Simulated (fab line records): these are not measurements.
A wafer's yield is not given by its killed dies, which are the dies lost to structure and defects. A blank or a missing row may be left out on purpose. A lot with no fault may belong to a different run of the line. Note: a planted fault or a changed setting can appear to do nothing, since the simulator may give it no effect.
What tool caused it? :: flow gf180mcu :: 12 lots, 36 wafers sampled, at 4 steps of a route of 602

WHAT THE GAUGES READ, wafer by wafer
GF_V3_THK_MEAS_01.
lot: L858
measured: day 21 08:56
on: film metro-03
V3_CVD_00_THK (nm): 596 603 596

lot: L859
measured: day 21 20:58
on: film metro-02
V3_CVD_00_THK (nm): 603 600 606

lot: L860
measured: day 22 02:07
on: film metro-01
V3_CVD_00_THK (nm): 585 606 601

lot: L865
measured: day 24 00:52
on: film metro-03
V3_CVD_00_THK (nm): 300 589 307

lot: L869
measured: day 25 07:06
on: film metro-02
V3_CVD_00_THK (nm): 604 602 587

lot: L870
measured: day 25 14:42
on: film metro-03
V3_CVD_00_THK (nm): 598 605 599

lot: L871
measured: day 25 23:10
on: film metro-03
V3_CVD_00_THK (nm): 593 602 595

lot: L874
measured: day 26 18:01
on: film metro-03
V3_CVD_00_THK (nm): 606 595 603

lot: L876
measured: day 27 11:16
on: film metro-01
V3_CVD_00_THK (nm): 587 595 596

lot: L878
measured: day 27 22:26
on: film metro-01
V3_CVD_00_THK (nm): 595 608 601

lot: L879
measured: day 28 04:32
on: film metro-02
V3_CVD_00_THK (nm): 595 602 610

lot: L881
measured: day 28 22:24
on: film metro-03
V3_CVD_00_THK (nm): 595 597 600

GF_V3_OVL_MEAS_15.
lot: L858
measured: day 22 09:14
on: overlay-02
V3_OVL (nm): -6 -6 -5

lot: L859
measured: day 22 20:47
on: overlay-01
V3_OVL (nm): 0 -2 -4

lot: L860
measured: day 23 01:36
on: overlay-02
V3_OVL (nm): 4 3 3

lot: L865
measured: day 24 21:32
on: overlay-02
V3_OVL (nm): -2 -6 -2

lot: L869
measured: day 26 04:17
on: overlay-01
V3_OVL (nm): 3 1 -6

lot: L870
measured: day 26 12:17
on: overlay-02
V3_OVL (nm): 3 2 4

lot: L871
measured: day 26 19:59
on: overlay-01
V3_OVL (nm): -2 3 6

lot: L874
measured: day 27 15:08
on: overlay-02
V3_OVL (nm): 0 -2 -3

lot: L876
measured: day 28 07:59
on: overlay-02
V3_OVL (nm): -3 -9 -6

lot: L878
measured: day 28 17:47
on: overlay-01
V3_OVL (nm): -6 3 4

lot: L879
measured: day 28 23:44
on: overlay-02
V3_OVL (nm): -2 -2 0

lot: L881
measured: day 29 17:32
on: overlay-02
V3_OVL (nm): 0 3 -4

WHAT TOOL EACH LOT RAN ON (gives the tool, then ch and the chambers of the sampled wafers, and finally the start)
lot: L858
GF_M3_SPUTTER_03: pvd sputter-02, day 20 07:24
GF_V3_CVD_00: hdpcvd-01 ch 0,1,2, day 21 08:51

lot: L859
GF_M3_SPUTTER_03: pvd sputter-02, day 20 19:02
GF_V3_CVD_00: hdpcvd-02 ch 0,2, day 21 20:53

lot: L860
GF_M3_SPUTTER_03: pvd sputter-04, day 21 01:32
GF_V3_CVD_00: hdpcvd-02 ch 0,1, day 22 02:01

lot: L865
GF_M3_SPUTTER_03: pvd sputter-01, day 23 01:49
GF_V3_CVD_00: hdpcvd-02 ch 1,2, day 24 00:48

lot: L869
GF_M3_SPUTTER_03: pvd sputter-04, day 24 09:27
GF_V3_CVD_00: hdpcvd-01 ch 0,1,2, day 25 07:02

lot: L870
GF_M3_SPUTTER_03: pvd sputter-01, day 24 16:34
GF_V3_CVD_00: hdpcvd-01 ch 0,2, day 25 14:37

lot: L871
GF_M3_SPUTTER_03: pvd sputter-04, day 25 00:35
GF_V3_CVD_00: hdpcvd-01 ch 0,1, day 25 23:05

lot: L874
GF_M3_SPUTTER_03: pvd sputter-04, day 25 20:11
GF_V3_CVD_00: hdpcvd-01 ch 0,2, day 26 17:52

lot: L876
GF_M3_SPUTTER_03: pvd sputter-04, day 26 13:32
GF_V3_CVD_00: hdpcvd-01 ch 0,1,2, day 27 11:11

lot: L878
GF_M3_SPUTTER_03: pvd sputter-04, day 27 01:23
GF_V3_CVD_00: hdpcvd-01 ch 0,1, day 27 22:21

lot: L879
GF_M3_SPUTTER_03: pvd sputter-01, day 27 07:53
GF_V3_CVD_00: hdpcvd-01 ch 0,1,2, day 28 04:28

lot: L881
GF_M3_SPUTTER_03: pvd sputter-01, day 28 02:35
GF_V3_CVD_00: hdpcvd-01 ch 0,2, day 28 22:19
- GF_M3_SPUTTER_03: material Ti, target thk 10 nm, time 6.7 s.
- GF_V3_CVD_00: deposits SiO2, target thk 600 nm, time 100 s.

AS READ BY THE TOOLS THEMSELVES (means over the sampled wafers that have a number; for cases with no such wafer, the mark the record gives instead)
GF_M3_SPUTTER_03.
lot: L858
tool: pvd sputter-02
substrate temp c (C): 300.12
throttle valve pct (%): 29.3

lot: L859
tool: pvd sputter-02
substrate temp c (C): 300.05
throttle valve pct (%): 30.8

lot: L860
tool: pvd sputter-04
substrate temp c (C): 299.84
throttle valve pct (%): 31.9

lot: L865
tool: pvd sputter-01
substrate temp c (C): 299.98
throttle valve pct (%): 28.8

lot: L869
tool: pvd sputter-04
substrate temp c (C): 300.08
throttle valve pct (%): 30.5

lot: L870
tool: pvd sputter-01
substrate temp c (C): 299.90
throttle valve pct (%): 29.1

lot: L871
tool: pvd sputter-04
substrate temp c (C): 299.98
throttle valve pct (%): 30.7

lot: L874
tool: pvd sputter-04
substrate temp c (C): 299.92
throttle valve pct (%): 30.9

lot: L876
tool: pvd sputter-04
substrate temp c (C): 300.05
throttle valve pct (%): 30.7

lot: L878
tool: pvd sputter-04
substrate temp c (C): 299.95
throttle valve pct (%): 30.6

lot: L879
tool: pvd sputter-01
substrate temp c (C): 299.96
throttle valve pct (%): 28.4

lot: L881
tool: pvd sputter-01
substrate temp c (C): 300.07
throttle valve pct (%): 29.5

GF_V3_CVD_00.
lot: L858
tool: hdpcvd-01
pressure mtorr (mTorr): 5.998
sih4 flow sccm (sccm): 59.91

lot: L859
tool: hdpcvd-02
pressure mtorr (mTorr): 6.001
sih4 flow sccm (sccm): 59.98

lot: L860
tool: hdpcvd-02
pressure mtorr (mTorr): 5.997
sih4 flow sccm (sccm): 59.82

lot: L865
tool: hdpcvd-02
pressure mtorr (mTorr): 5.994
sih4 flow sccm (sccm): 40.10

lot: L869
tool: hdpcvd-01
pressure mtorr (mTorr): 5.994
sih4 flow sccm (sccm): 60.03

lot: L870
tool: hdpcvd-01
pressure mtorr (mTorr): 5.997
sih4 flow sccm (sccm): 59.79

lot: L871
tool: hdpcvd-01
pressure mtorr (mTorr): 6.000
sih4 flow sccm (sccm): 59.82

lot: L874
tool: hdpcvd-01
pressure mtorr (mTorr): 6.001
sih4 flow sccm (sccm): 59.84

lot: L876
tool: hdpcvd-01
pressure mtorr (mTorr): 5.999
sih4 flow sccm (sccm): 60.00

lot: L878
tool: hdpcvd-01
pressure mtorr (mTorr): 6.002
sih4 flow sccm (sccm): 60.14

lot: L879
tool: hdpcvd-01
pressure mtorr (mTorr): 5.991
sih4 flow sccm (sccm): 60.03

lot: L881
tool: hdpcvd-01
pressure mtorr (mTorr): 5.996
sih4 flow sccm (sccm): 59.97

THE ANSWER, worked out from the rows above alone
Rule: usual is defined by the lots themselves. The widest of any qualifying gaps counts: lots, ordered by their means at a reading, are off when they make up no more than a third of the lots, leave a main group of 4 or more, and stand apart from it by 3 or more times the standard deviation of that group's means. Not used: any main group whose means are identical at the precision the tables above print for the reading. Also off: a lot with no number at a reading for which 4 or more lots have one. Where the step has rows for the other lots, those lots are counted as sound. First the gauges in route order, then the tools' own readings, where a lot's mean is used as printed above. The first step at which some lot is off is used, and at that step the reading that is off furthest; a lot without a number counts as furthest.
Off: L865, seen at GF_V3_THK_MEAS_01 (V3_CVD_00_THK). Mean 599 nm and standard deviation 2.9 in the main group.
A tool fits if, at a process step before that reading, it ran every lot that is off, and no sound lot after the first of them. Not tried: the gauges at GF_V3_THK_MEAS_01; whatever is off there is also off at GF_V3_CVD_00, on other tools, and gauge error can't account for it. One fits: hdpcvd-02 at GF_V3_CVD_00. A fault onset in the window from L860 (day 22 02:01, its last sound lot) to L865 (day 24 00:48, its first lot off) fits.
On the lots that are off, the tool's own readings at GF_V3_CVD_00 differ by more than 5 times the standard deviation of the sound lots' means, which bears it out; sih4 flow sccm reads 40.10 sccm there versus 59.94 sccm on the sound lots.

WHAT THE SIMULATOR HAD INSERTED
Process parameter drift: hdpcvd-02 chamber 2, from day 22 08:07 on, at GF_V3_CVD_00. Setting sih4 flow sccm, moved by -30, from 60. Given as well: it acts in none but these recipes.
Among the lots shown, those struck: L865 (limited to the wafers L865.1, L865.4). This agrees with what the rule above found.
